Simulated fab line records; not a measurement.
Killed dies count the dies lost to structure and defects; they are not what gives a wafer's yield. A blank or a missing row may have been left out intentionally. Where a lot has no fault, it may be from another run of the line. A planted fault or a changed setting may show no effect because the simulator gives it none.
2 desks, one fault    flow sky130    each desk holds nothing but its own numbers, with what lay behind them at the end

THE TOOL OWNER'S DESK: pvd_sputter-01
The tool's own readings at SKY_METAL3_SPUTTER_04 (material TiN, target thk 70 nm, time 58.3 s): means of the sampled wafers that have a number, for each lot that ran on this tool. The brackets show how far a lot's mean lies from the usual mean; more than 4 standard deviations puts the lot out of limits, marked OUT.
Columns: A = throttle_valve_pct at SKY_METAL3_SPUTTER_04, usual 29.8 %
lot   first seen here  A
L509  day 39 03:43     30.9
L514  day 40 18:05     31.1
This desk's verdict: no lot among the 2 shows anything out of limits.

FROM THE METROLOGY DESK
Means of the sampled wafers that have a number, per lot and without regard to the tool the lot ran on: this is what the gauges read. The brackets show how far a lot's mean lies from the usual mean; more than 4 standard deviations puts the lot out of limits, marked OUT. Readings shown: 7 of its 8, picked as those furthest out on some lot.
Columns: A = VIA2_W_RS at SKY_VIA2_RS_MEAS_22, usual 0.2756 ohm/sq; B = VIA2_W_THK at SKY_VIA2_THK_MEAS_23, usual 431 nm; C = CAPM_CVD_00_THK at SKY_CAPM_THK_MEAS_01, usual 15.56 nm; D = CAPM_TIN_RS at SKY_CAPM_RS_MEAS_03, usual 6.92 ohm/sq; E = CAPM_TIN_THK at SKY_CAPM_THK_MEAS_04, usual 199.1 nm; F = cd_nm at SKY_METAL3_CD_MEAS_13, usual 299.6 nm; G = METAL3_OVL at SKY_METAL3_OVL_MEAS_14, usual -1 nm
lot   first seen here  A       B    C      D     E      F      G
L502  day 37 15:59     0.2773  432  15.72  7.00  197.8  297.9  4
L509  day 39 03:09     0.2771  429  15.60  7.00  197.9  301.1  3
L511  day 39 19:11     0.2747  434  15.50  6.89  201.3  297.9  -5
L514  day 40 17:30     0.2737  436  15.14  6.91  200.5  302.3  1
L522  day 44 03:47     0.2781  428  15.59  6.91  200.0  301.2  -5
This desk's verdict: no lot among the 5 shows anything out of limits.

BROUGHT TOGETHER
Nothing out of limits was seen by the tool owner's desk.
At the metrology desk, nothing out of limits was observed.

WHAT THE SIMULATOR HAD INSERTED
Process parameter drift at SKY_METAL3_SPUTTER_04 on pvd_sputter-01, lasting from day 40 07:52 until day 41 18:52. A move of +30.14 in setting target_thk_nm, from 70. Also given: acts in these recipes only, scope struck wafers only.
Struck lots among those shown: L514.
